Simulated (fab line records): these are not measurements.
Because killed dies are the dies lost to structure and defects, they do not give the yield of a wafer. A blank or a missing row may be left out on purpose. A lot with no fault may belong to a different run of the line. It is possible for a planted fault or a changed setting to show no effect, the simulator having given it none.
fab line records    flow sfqLine    part 1 of 2: steps 1 to 25 of 33
record: lots: 5  wafers: 15  lastDay: 80
route steps=325 shown L0@10 L0V@16 M0@28 I0@43
lots with no fault: from the same line, run without faults
startH: hours from the record's opening day to when the first of the lot's shown wafers began    waitH: hours from the lot's prior step to this one    " repeats the value in the row above    L1.1+2: several wafers, shown together as one row    - either no value or no given start    * or withheld: withheld    < > ~ a bound
route shown NAME@n: names a module that has steps shown in the file, with the first one's number in the route    usual: mean and standard deviation over wafers with no fault    same: alike in all rows    chamber/n: place in a boat    sites: the reading at each site    _std_site: standard deviation across them    _edge_site: outer sites' mean less inner sites'    radiusMm: for every site, how far away it sits from the centre of the wafer    mask NAME#n: copy n    behind: tool/chamber where the wafer was last shaped    hold: reason for holding the lot/hours on hold/outcome of the hold    device: names the non-switching transistor (n, p or np)    end of line: at the end of the route, the tests of the same wafers    where a step has no rows: the recipe by itself    killed: not the wafer's yield, but the dies lost to structure and defects at the first sort    map: shows each die of a wafer: x if killed, . if not, _ if none is there
set.NAME: the run value of the setting; set.NAME@STEP: its run value at that earlier step    model.NAME: the simulator's own value behind a step, which no gauge read
a table for each step, a row for each wafer; lots at some steps of the route
services: the hour from which a tool's chamber was out of use, counted from the record's first day as startH (under 0 if before that day), plus the number of hours and why
== steps ==
step: SFQ_TRILAYER_L0_LITHO_PEB_008
recipe: pebTempC: 115  pebTimeS: 60  resist: KrF
usual: heaterPowerTotalW: 79.15/0.069
same: pebTimeS: 60
lot.wafer  tool           chamber  startH  waitH  heaterPowerTotalW
L081.2     lithoTrack-03  0        118.02  0.8    79.04
L081.4     "              0        "       "      79.09
L081.5     "              0        "       "      79.17
L087.2     lithoTrack-03  0        157.60  0.8    79.15
L087.5     "              0        "       "      79.26
L087.6     "              0        "       "      79.04
L088.3     lithoTrack-02  0        168.02  0.7    79.02
L088.4     "              0        "       "      79.16
L088.5     "              0        "       "      79.03
L092.2     lithoTrack-02  0        191.45  0.8    79.23
L092.4     "              0        "       "      79.19
L092.6     "              0        "       "      79.23
L093.1     lithoTrack-02  0        195.03  1.0    79.19
L093.4     "              0        "       "      79.10
L093.6     "              0        "       "      79.15
step: SFQ_TRILAYER_L0_LITHO_DEVELOP_007
recipe: timeS: 60  resist: KrF
same: timeS: 60
lot.wafer   tool           chamber  startH  waitH
L081.2+4+5  lithoTrack-03  0        118.17  0.1
L087.2+5+6  lithoTrack-03  0        157.75  0.1
L088.3+4+5  lithoTrack-02  0        168.17  0.1
L092.2+4+6  lithoTrack-02  0        191.60  0.1
L093.1+4+6  lithoTrack-02  0        195.18  0.1
step: SFQ_TRILAYER_L0_BARC_OPEN_METAL_ETCH_010
recipe: maskMaterial: PR  chemistry: O2  targetDepthNm: 125  target: BARC  icpW: 600  biasW: 80  pressureMtorr: 10  timeS: 41.7
usual: biasW: 80.03/0.24  drypumpMotorCurrentA: 5.9/0.37  heBacksideLeakSccm: 3.4/0.35  oesProductAu: 0.685/0.0044
same: timeS: 41.7
lot.wafer  tool         chamber  startH  waitH  biasW  drypumpMotorCurrentA  heBacksideLeakSccm  oesProductAu  rfHoursCounterH
L081.2     rieMetal-01  1        118.30  0.1    80.06  5.7                   3.2                 0.692         57
L081.4     "            1        "       "      80.00  5.7                   3.3                 0.694         -
L081.5     "            0        "       "      79.85  5.8                   3.7                 0.692         -
L087.2     rieMetal-01  0        157.88  0.1    80.20  5.8                   3.3                 0.679         29
L087.5     "            1        "       "      80.35  5.7                   3.2                 0.675         -
L087.6     "            0        "       "      79.84  5.8                   3.4                 0.688         -
L088.3     rieMetal-03  1        168.29  0.1    80.29  6.3                   3.3                 0.684         -
L088.4     "            0        "       "      80.36  5.6                   3.4                 0.676         -
L088.5     "            0        "       "      80.37  5.6                   3.4                 0.682         -
L092.2     rieMetal-03  1        191.73  0.1    80.62  6.3                   3.2                 0.691         11
L092.4     "            0        "       "      80.24  5.5                   3.3                 0.680         -
L092.6     "            0        "       "      79.80  5.6                   3.2                 0.686         -
L093.1     rieMetal-02  0        195.33  0.1    80.14  6.5                   3.4                 0.684         154
L093.4     "            1        "       "      79.90  5.2                   3.4                 0.684         -
L093.6     "            0        "       "      80.20  6.5                   3.4                 0.691         -
step: SFQ_TRILAYER_L0_ETCH_METAL_ETCH_008
recipe: target: MoNx_KI  stopOn: SiO2  maskMaterial: PR  chemistry: SF6/O2  targetDepthNm: 50  icpW: 600  biasW: 80  pressureMtorr: 10  timeS: 25
usual: biasW: 80.03/0.24  drypumpMotorCurrentA: 5.9/0.37  heBacksideLeakSccm: 3.40/0.19  oesProductAu: 0.875/0.0059
same: timeS: 25
lot.wafer  tool         chamber  startH  waitH  biasW  drypumpMotorCurrentA  heBacksideLeakSccm  oesProductAu  rfHoursCounterH
L081.2     rieMetal-01  1        118.36  0.0    79.78  5.8                   3.13                0.879         57
L081.4     "            1        "       "      79.77  5.8                   3.28                0.877         -
L081.5     "            0        "       "      79.77  5.8                   3.46                0.871         -
L087.2     rieMetal-01  0        157.94  0.0    79.90  5.8                   3.40                0.871         29
L087.5     "            1        "       "      80.06  5.7                   3.15                0.876         -
L087.6     "            0        "       "      79.85  5.8                   3.49                0.879         -
L088.3     rieMetal-03  1        168.35  0.0    79.80  6.3                   3.15                0.864         -
L088.4     "            0        "       "      79.97  5.5                   3.27                0.873         -
L088.5     "            0        "       "      80.36  5.6                   3.25                0.867         -
L092.2     rieMetal-03  1        191.79  0.0    80.41  6.3                   3.22                0.878         11
L092.4     "            0        "       "      80.02  5.5                   3.43                0.871         -
L092.6     "            0        "       "      80.07  5.5                   3.28                0.864         -
L093.1     rieMetal-02  0        195.39  0.0    80.28  6.5                   3.47                0.876         154
L093.4     "            1        "       "      80.15  5.2                   3.34                0.888         -
L093.6     "            0        "       "      79.69  6.5                   3.57                0.886         -
step: SFQ_TRILAYER_L0_STRIP_STRIP_009
recipe: gas: O2  powerW: 200  platenTempC: 40  overashFraction: 0.65  chemistry: O2  pressureMtorr: 50
usual: drypumpMotorCurrentA: 5.9/0.37  heBacksideLeakSccm: 3.40/0.25  oesProductAu: 0.997/0.0098
lot.wafer  tool         chamber  startH  waitH  drypumpMotorCurrentA  heBacksideLeakSccm  oesProductAu  rfHoursCounterH
L081.2     rieMetal-01  1        118.40  0.0    5.7                   3.18                0.982         57
L081.4     "            1        "       "      5.7                   3.11                0.987         -
L081.5     "            0        "       "      5.8                   3.50                0.995         -
L087.2     rieMetal-01  0        157.98  0.0    5.8                   3.31                0.990         29
L087.5     "            1        "       "      5.7                   3.17                0.998         -
L087.6     "            0        "       "      5.8                   3.47                0.997         -
L088.3     rieMetal-03  1        168.58  0.2    6.3                   3.47                1.007         -
L088.4     "            0        "       "      5.5                   3.34                1.014         -
L088.5     "            0        "       "      5.6                   3.32                1.016         -
L092.2     rieMetal-03  1        191.83  0.0    6.3                   3.58                1.007         11
L092.4     "            0        "       "      5.5                   3.35                1.002         -
L092.6     "            0        "       "      5.6                   3.36                1.008         -
L093.1     rieMetal-02  0        195.43  0.0    6.5                   3.48                1.004         154
L093.4     "            1        "       "      5.2                   3.37                1.006         -
L093.6     "            0        "       "      6.5                   3.45                1.004         -
step: SFQ_TRILAYER_L0_STRIP_SOLV_CLEAN_010
recipe: chemistry: NMP  tempC: 70  timeS: 600
same: timeS: 600
lot.wafer   tool         chamber  startH  waitH
L081.2+4+5  wetBench-02  7,2,0    119.00  0.4
L087.2+5+6  wetBench-01  6,1,7    158.58  0.4
L088.3+4+5  wetBench-02  4,6,0    168.98  0.2
L092.2+4+6  wetBench-01  5,4,1    192.43  0.4
L093.1+4+6  wetBench-01  7,1,0    196.03  0.4
step: SFQ_TRILAYER_L0_CAP_PECVD_011
recipe: material: SiO2  tempC: 150  timeS: 13.333  pressureTorr: 2.4  rfW: 183.3  precursor: SiH4/N2O  targetThkNm: 60
usual: heaterPowerW: 84/7.1  throttleValvePct: 25.4/2.9
same: timeS: 13.333
lot.wafer  tool      chamber  startH  waitH  heaterPowerW  throttleValvePct
L081.2     pecvd-04  0        119.18  0.0    86            22.7
L081.4     "         1        "       "      70            24.0
L081.5     "         0        "       "      87            22.7
L087.2     pecvd-03  1        158.76  0.0    88            24.1
L087.5     "         2        "       "      86            27.7
L087.6     "         0        "       "      84            30.3
L088.3     pecvd-01  1        169.15  0.0    83            24.2
L088.4     "         2        "       "      76            25.6
L088.5     "         0        "       "      69            30.9
L092.2     pecvd-04  2        192.61  0.0    84            23.0
L092.4     "         0        "       "      93            23.0
L092.6     "         1        "       "      67            23.9
L093.1     pecvd-04  2        196.21  0.0    76            22.8
L093.4     "         0        "       "      90            22.7
L093.6     "         1        "       "      64            23.9
step: SFQ_TRILAYER_L0_VIA_LITHO_COAT_018
recipe: resist: BARC  spinRpm: 3000  resistThkNm: 62
usual: spinSpeedRpm: 3000.1/2.1
lot.wafer  tool           chamber  startH  waitH  spinSpeedRpm
L081.2     lithoTrack-01  0        119.49  0.3    2999.8
L081.4     "              0        "       "      2999.2
L081.5     "              0        "       "      3000.7
L087.2     lithoTrack-04  0        158.83  0.1    3002.3
L087.5     "              0        "       "      2999.9
L087.6     "              0        "       "      3001.1
L088.3     lithoTrack-02  0        169.28  0.1    2998.5
L088.4     "              0        "       "      3002.1
L088.5     "              0        "       "      2999.2
L092.2     lithoTrack-04  0        192.68  0.1    2999.7
L092.4     "              0        "       "      2998.6
L092.6     "              0        "       "      3000.5
L093.1     lithoTrack-02  0        196.23  0.0    3001.0
L093.4     "              0        "       "      2998.8
L093.6     "              0        "       "      2996.8
step: SFQ_TRILAYER_L0_VIA_LITHO_COAT_013
recipe: resist: KrF  spinRpm: 3000  resistThkNm: 650
usual: spinSpeedRpm: 3000.4/1.9
lot.wafer  tool           chamber  startH  waitH  spinSpeedRpm
L081.2     lithoTrack-01  0        119.79  0.2    3001.5
L081.4     "              0        "       "      3002.8
L081.5     "              0        "       "      2998.8
L087.2     lithoTrack-04  0        159.13  0.2    2997.1
L087.5     "              0        "       "      2999.4
L087.6     "              0        "       "      2998.2
L088.3     lithoTrack-02  0        169.58  0.2    3004.5
L088.4     "              0        "       "      3002.8
L088.5     "              0        "       "      3003.5
L092.2     lithoTrack-04  0        192.98  0.2    2998.9
L092.4     "              0        "       "      2999.7
L092.6     "              0        "       "      3000.1
L093.1     lithoTrack-02  0        196.53  0.2    3000.5
L093.4     "              0        "       "      2998.7
L093.6     "              0        "       "      3003.9
step: SFQ_TRILAYER_L0_VIA_LITHO_SOFTBAKE_017
recipe: tempC: withheld  timeS: withheld  resist: KrF
lot.wafer   tool           chamber  startH  waitH
L081.2+4+5  lithoTrack-01  0        120.07  0.2
L087.2+5+6  lithoTrack-04  0        159.41  0.2
L088.3+4+5  lithoTrack-02  0        169.83  0.2
L092.2+4+6  lithoTrack-04  0        193.26  0.2
L093.1+4+6  lithoTrack-02  0        196.83  0.2
step: SFQ_TRILAYER_L0_VIA_LITHO_EXPOSE_014
recipe: maskId: L0V  na: 0.6  sourceShape: conventional  sigmaOuter: 0.65  targetCdNm: 700  doseMj: 21.3
lot.wafer   tool           chamber  startH  waitH  mask
L081.2+4+5  krfScanner-01  0        208.43  -      L0V#0
L087.2+5+6  krfScanner-01  0        255.72  -      L0V#0
L088.3+4+5  krfScanner-01  0        266.72  -      L0V#0
L092.2+4+6  krfScanner-02  0        292.84  -      L0V#0
L093.1+4+6  krfScanner-02  0        298.64  -      L0V#0
step: SFQ_TRILAYER_L0_VIA_LITHO_PEB_016
recipe: pebTempC: 115  pebTimeS: 60  resist: KrF
usual: heaterPowerTotalW: 79.15/0.069
same: pebTimeS: 60
lot.wafer  tool           chamber  startH  waitH  heaterPowerTotalW
L081.2     lithoTrack-02  0        209.45  0.8    79.21
L081.4     "              0        "       "      79.16
L081.5     "              0        "       "      79.18
L087.2     lithoTrack-01  0        256.75  0.8    79.16
L087.5     "              0        "       "      79.03
L087.6     "              0        "       "      79.11
L088.3     lithoTrack-04  0        267.57  0.7    79.33
L088.4     "              0        "       "      79.13
L088.5     "              0        "       "      79.17
L092.2     lithoTrack-04  0        293.86  0.8    79.10
L092.4     "              0        "       "      79.19
L092.6     "              0        "       "      79.19
L093.1     lithoTrack-04  0        299.84  1.0    79.13
L093.4     "              0        "       "      79.15
L093.6     "              0        "       "      79.22
step: SFQ_TRILAYER_L0_VIA_LITHO_DEVELOP_015
recipe: timeS: 60  resist: KrF
same: timeS: 60
lot.wafer   tool           chamber  startH  waitH
L081.2+4+5  lithoTrack-02  0        209.60  0.1
L087.2+5+6  lithoTrack-01  0        256.90  0.1
L088.3+4+5  lithoTrack-04  0        267.72  0.1
L092.2+4+6  lithoTrack-04  0        294.01  0.1
L093.1+4+6  lithoTrack-04  0        299.99  0.1
step: SFQ_L0V_OVL_MEAS_903
usual: L0V_OVL: 3/5.1
lot.wafer  tool        chamber  startH  waitH  L0V_OVL[nm]
L081.2     overlay-02  -        209.73  0.1    0
L081.4     "           -        "       "      -3
L081.5     "           -        "       "      1
L087.2     overlay-02  -        257.03  0.1    -1
L087.5     "           -        "       "      -5
L087.6     "           -        "       "      2
L088.3     overlay-01  -        267.84  0.1    6
L088.4     "           -        "       "      10
L088.5     "           -        "       "      10
L092.2     overlay-01  -        294.14  0.1    10
L092.4     "           -        "       "      1
L092.6     "           -        "       "      5
L093.1     overlay-02  -        300.14  0.1    5
L093.4     "           -        "       "      11
L093.6     "           -        "       "      2
step: SFQ_TRILAYER_L0_VIA_BARC_OPEN_VIA_ETCH_021
recipe: maskMaterial: PR  chemistry: O2  targetDepthNm: 125  target: BARC  sourceW: 500  biasW: 80  pressureMtorr: 30  timeS: 41.7
usual: biasW: 79.99/0.23  drypumpMotorCurrentA: 5.6/0.59  oesProductAu: 0.686/0.005
same: timeS: 41.7
lot.wafer  tool        chamber  startH  waitH  biasW  drypumpMotorCurrentA  oesProductAu  rfHoursCounterH
L081.2     rieDiel-04  2        209.76  0.0    79.83  6.1                   0.684         67
L081.4     "           3        "       "      79.91  5.6                   0.696         2
L081.5     "           3        "       "      79.87  5.6                   0.686         -
L087.2     rieDiel-01  2        257.06  0.0    79.80  5.1                   0.687         1
L087.5     "           3        "       "      80.17  4.9                   0.685         -
L087.6     "           2        "       "      79.74  5.1                   0.680         -
L088.3     rieDiel-04  1        267.86  0.0    80.10  5.3                   0.690         68
L088.4     "           0        "       "      80.17  6.1                   0.679         9
L088.5     "           3        "       "      80.00  5.5                   0.687         -
L092.2     rieDiel-02  3        294.17  0.0    79.58  6.3                   0.688         1
L092.4     "           2        "       "      79.86  5.4                   0.680         105
L092.6     "           1        "       "      80.12  5.4                   0.682         -
L093.1     rieDiel-01  1        300.17  0.0    79.98  4.8                   0.679         100
L093.4     "           2        "       "      80.07  5.1                   0.686         2
L093.6     "           3        "       "      79.98  4.9                   0.690         -
step: SFQ_TRILAYER_L0_VIA_ETCH_VIA_ETCH_016
recipe: target: SiO2  stopOn: MoNx_KI  maskMaterial: PR  chemistry: CHF3  targetDepthNm: 80  sourceW: 500  biasW: 80  pressureMtorr: 30  timeS: withheld
usual: biasW: 80.02/0.23  drypumpMotorCurrentA: 5.6/0.59  oesProductAu: 0.841/0.0075
lot.wafer  tool        chamber  startH  waitH  biasW  drypumpMotorCurrentA  oesProductAu
L081.2     rieDiel-04  2        209.80  0.0    79.95  6.1                   0.837
L081.4     "           3        "       "      79.93  5.5                   0.848
L081.5     "           3        "       "      80.07  5.6                   0.843
L087.2     rieDiel-01  2        257.10  0.0    79.95  5.1                   0.836
L087.5     "           3        "       "      79.87  4.8                   0.857
L087.6     "           2        "       "      79.80  5.1                   0.848
L088.3     rieDiel-04  1        267.90  0.0    80.35  5.4                   0.841
L088.4     "           0        "       "      80.20  6.2                   0.832
L088.5     "           3        "       "      80.24  5.6                   0.839
L092.2     rieDiel-02  3        294.21  0.0    79.74  6.3                   0.833
L092.4     "           2        "       "      79.86  5.4                   0.840
L092.6     "           1        "       "      80.54  5.4                   0.836
L093.1     rieDiel-01  1        300.21  0.0    80.17  4.8                   0.837
L093.4     "           2        "       "      80.15  5.2                   0.849
L093.6     "           3        "       "      79.93  4.9                   0.847
step: SFQ_TRILAYER_L0_VIA_STRIP_STRIP_017
recipe: gas: O2  powerW: 200  platenTempC: 40  overashFraction: 0.65  chemistry: O2  pressureMtorr: 50
usual: drypumpMotorCurrentA: 5.9/0.41  heBacksideLeakSccm: 3.39/0.24  oesProductAu: 1.003/0.009
lot.wafer  tool         chamber  startH  waitH  drypumpMotorCurrentA  heBacksideLeakSccm  oesProductAu  rfHoursCounterH
L081.2     rieMetal-01  1        209.85  -      5.8                   5.35                0.997         73
L081.4     "            0        "       "      5.7                   3.73                1.000         -
L081.5     "            0        "       "      5.8                   3.65                1.001         -
L087.2     rieMetal-01  0        257.15  -      5.8                   3.53                0.991         48
L087.5     "            1        "       "      5.7                   3.28                0.984         -
L087.6     "            0        "       "      5.8                   3.30                0.997         -
L088.3     rieMetal-02  1        268.15  -      5.2                   3.29                0.988         -
L088.4     "            0        "       "      6.5                   3.47                1.007         -
L088.5     "            1        "       "      5.2                   3.35                0.993         -
L092.2     rieMetal-04  0        294.26  -      6.3                   3.37                1.013         114
L092.4     "            1        "       "      5.7                   3.28                1.007         -
L092.6     "            1        "       "      5.7                   3.44                1.009         -
L093.1     rieMetal-01  1        300.26  -      5.7                   3.40                1.007         90
L093.4     "            0        "       "      5.8                   3.46                0.996         -
L093.6     "            1        "       "      5.7                   3.38                1.018         -
step: SFQ_TRILAYER_L0_VIA_STRIP_SOLV_CLEAN_018
recipe: chemistry: NMP  tempC: 70  timeS: 600
same: timeS: 600
lot.wafer   tool         chamber  startH  waitH
L081.2+4+5  wetBench-01  2,3,6    210.45  0.4
L087.2+5+6  wetBench-03  0,3,2    257.75  0.4
L088.3+4+5  wetBench-03  0,4,1    268.55  0.2
L092.2+4+6  wetBench-03  5,2,3    294.86  0.4
L093.1+4+6  wetBench-03  5,6,2    300.86  0.4
step: SFQ_TRILAYER_M0_DEP_PRE_CLEAN_020
recipe: gas: Ar  timeS: 15  biasV: 250
same: timeS: 15
lot.wafer   tool           chamber  startH  waitH
L081.2+4+5  pvdSputter-04  -        210.62  0.0
L087.2+5+6  pvdSputter-03  -        257.92  0.0
L088.3+4+5  pvdSputter-03  -        268.72  0.0
L092.2+4+6  pvdSputter-06  -        295.03  0.0
L093.1+4+6  pvdSputter-03  -        301.03  0.0
step: SFQ_TRILAYER_M0_DEP_SPUTTER_019
recipe: material: Nb  basePressurePa: 1.33e-06  chamberPressurePa: 0.1333  substrateTempC: 20  resputterCathodeVoltageV: 400  targetThkNm: 200  powerW: 2000  timeS: 133.3
usual: substrateTempC: 20.00/0.11  throttleValvePct: 30.1/1.4
same: timeS: 133.3
lot.wafer  tool           chamber  startH  waitH  substrateTempC  throttleValvePct
L081.2     pvdSputter-04  -        210.65  0.0    20.13           31.1
L081.4     "              -        "       "      19.91           31.5
L081.5     "              -        "       "      20.23           31.8
L087.2     pvdSputter-03  -        257.95  0.0    20.10           28.2
L087.5     "              -        "       "      19.97           28.4
L087.6     "              -        "       "      20.16           28.1
L088.3     pvdSputter-03  -        268.75  0.0    20.09           28.0
L088.4     "              -        "       "      19.97           30.9
L088.5     "              -        "       "      20.19           30.7
L092.2     pvdSputter-06  -        295.06  0.0    19.98           28.9
L092.4     "              -        "       "      19.78           28.9
L092.6     "              -        "       "      20.15           30.8
L093.1     pvdSputter-03  -        301.06  0.0    20.18           32.3
L093.4     "              -        "       "      20.07           30.7
L093.6     "              -        "       "      20.19           32.2
step: SFQ_M0_RS_MEAS_904
recipe: thkMeasGauge: four-point-probe  reads: Nb_of_TRILAYER_M0_DEP_SPUTTER_019
usual: M0_NB_RS: 0.884/0.011
lot.wafer  tool          chamber  startH  waitH  M0_NB_RS[ohm/sq]
L081.2     filmMetro-04  -        210.76  0.1    0.906
L081.4     "             -        "       "      0.885
L081.5     "             -        "       "      0.906
L087.2     filmMetro-03  -        258.06  0.1    0.872
L087.5     "             -        "       "      0.888
L087.6     "             -        "       "      0.879
L088.3     filmMetro-03  -        268.88  0.1    0.883
L088.4     "             -        "       "      0.880
L088.5     "             -        "       "      0.875
L092.2     filmMetro-02  -        295.17  0.1    0.873
L092.4     "             -        "       "      0.884
L092.6     "             -        "       "      0.889
L093.1     filmMetro-04  -        301.15  0.0    0.868
L093.4     "             -        "       "      0.875
L093.6     "             -        "       "      0.875
step: SFQ_TRILAYER_M0_LITHO_COAT_026
recipe: resist: BARC  spinRpm: 3000  resistThkNm: 62
usual: spinSpeedRpm: 2999.8/1.7
lot.wafer  tool           chamber  startH  waitH  spinSpeedRpm
L081.2     lithoTrack-01  0        210.98  0.1    3000.8
L081.4     "              0        "       "      3000.1
L081.5     "              0        "       "      2998.8
L087.2     lithoTrack-04  0        258.27  0.1    3001.9
L087.5     "              0        "       "      3001.4
L087.6     "              0        "       "      3000.9
L088.3     lithoTrack-01  0        269.12  0.1    2999.8
L088.4     "              0        "       "      2998.6
L088.5     "              0        "       "      2998.8
L092.2     lithoTrack-04  0        295.38  0.1    3000.2
L092.4     "              0        "       "      2998.2
L092.6     "              0        "       "      2998.6
L093.1     lithoTrack-03  0        301.33  0.1    3003.1
L093.4     "              0        "       "      3000.6
L093.6     "              0        "       "      3003.4
step: SFQ_TRILAYER_M0_LITHO_COAT_021
recipe: resist: KrF  spinRpm: 3000  resistThkNm: 600
usual: spinSpeedRpm: 3000.2/1.8
lot.wafer  tool           chamber  startH  waitH  spinSpeedRpm
L081.2     lithoTrack-01  0        211.28  0.2    3001.2
L081.4     "              0        "       "      3000.6
L081.5     "              0        "       "      3000.4
L087.2     lithoTrack-04  0        258.57  0.2    2998.7
L087.5     "              0        "       "      2999.5
L087.6     "              0        "       "      3000.0
L088.3     lithoTrack-01  0        269.42  0.2    2997.6
L088.4     "              0        "       "      2997.7
L088.5     "              0        "       "      2999.1
L092.2     lithoTrack-04  0        295.68  0.2    2997.0
L092.4     "              0        "       "      2999.4
L092.6     "              0        "       "      2999.0
L093.1     lithoTrack-03  0        301.63  0.2    2998.5
L093.4     "              0        "       "      3000.7
L093.6     "              0        "       "      3000.8
step: SFQ_TRILAYER_M0_LITHO_SOFTBAKE_025
recipe: tempC: withheld  timeS: withheld  resist: KrF
lot.wafer   tool           chamber  startH  waitH
L081.2+4+5  lithoTrack-01  0        211.55  0.2
L087.2+5+6  lithoTrack-04  0        258.84  0.2
L088.3+4+5  lithoTrack-01  0        269.67  0.2
L092.2+4+6  lithoTrack-04  0        295.95  0.2
L093.1+4+6  lithoTrack-03  0        301.93  0.2
step: SFQ_TRILAYER_M0_LITHO_EXPOSE_022
recipe: maskId: M0  na: 0.6  sourceShape: conventional  sigmaOuter: 0.65  targetCdNm: 500  doseMj: 14.4
lot.wafer   tool           chamber  startH  waitH  mask
L081.2+4+5  krfScanner-01  0        295.32  -      M0#0
L087.2+5+6  krfScanner-01  0        303.72  -      M0#0
L088.3+4+5  krfScanner-01  0        305.12  -      M0#0
L092.2+4+6  krfScanner-01  0        309.72  -      M0#0
L093.1+4+6  krfScanner-01  0        310.72  -      M0#0
